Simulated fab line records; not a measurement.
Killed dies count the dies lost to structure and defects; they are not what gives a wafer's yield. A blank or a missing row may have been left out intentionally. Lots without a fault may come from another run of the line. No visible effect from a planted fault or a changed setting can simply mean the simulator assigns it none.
One fault seen from 2 desks + flow sfq line + what lay behind the numbers comes last; until then each desk has only its own

## TOOL OWNER'S DESK, rie metal-03
The tool's own readings at SFQ_TRILAYER_M5_BARC_OPEN_METAL_ETCH_161 (etches BARC in O2, target depth 125 nm, time 41.7 s): means of the sampled wafers that have a number, for each lot that ran on this tool. Marked OUT: a lot whose mean sits more than 4 standard deviations from the usual mean, which makes it out of limits; the brackets give that distance.
Columns: A = drypump motor current A at SFQ_TRILAYER_M5_BARC_OPEN_METAL_ETCH_161, usual 5.9 A; B = oes product au at SFQ_TRILAYER_M5_BARC_OPEN_METAL_ETCH_161, usual 0.685 a.u.
| lot  | first seen here | A   | B     |
|------|-----------------|-----|-------|
| L905 | day 47 00:07    | 6.4 | 0.685 |
| L915 | day 64 00:53    | 6.5 | 0.686 |
| L917 | day 65 05:48    | 6.3 | 0.684 |
This desk found nothing out of limits on any of the 3 lots.

## THE METROLOGY DESK
Lot by lot, what the gauges showed, no matter which tool ran the lot: averages of those sampled wafers that carry a number. Marked OUT: a lot whose mean sits more than 4 standard deviations from the usual mean, which makes it out of limits; the brackets give that distance.
Columns: A = M5_OVL at SFQ_M5_OVL_MEAS_932, usual 2 nm
| lot  | first seen here | A  |
|------|-----------------|----|
| L905 | day 47 00:04    | -1 |
| L908 | day 59 14:44    | 3  |
| L915 | day 64 00:51    | 2  |
| L917 | day 65 05:46    | 5  |
| L918 | day 65 09:22    | 5  |
| L927 | day 67 12:58    | 8  |
This desk found nothing out of limits on any of the 6 lots.

## ALL TOGETHER
Nothing out of limits was seen by the tool owner's desk.
From the metrology desk's view, nothing was out of limits.

## WHAT HAD BEEN PUT IN BY THE SIMULATOR
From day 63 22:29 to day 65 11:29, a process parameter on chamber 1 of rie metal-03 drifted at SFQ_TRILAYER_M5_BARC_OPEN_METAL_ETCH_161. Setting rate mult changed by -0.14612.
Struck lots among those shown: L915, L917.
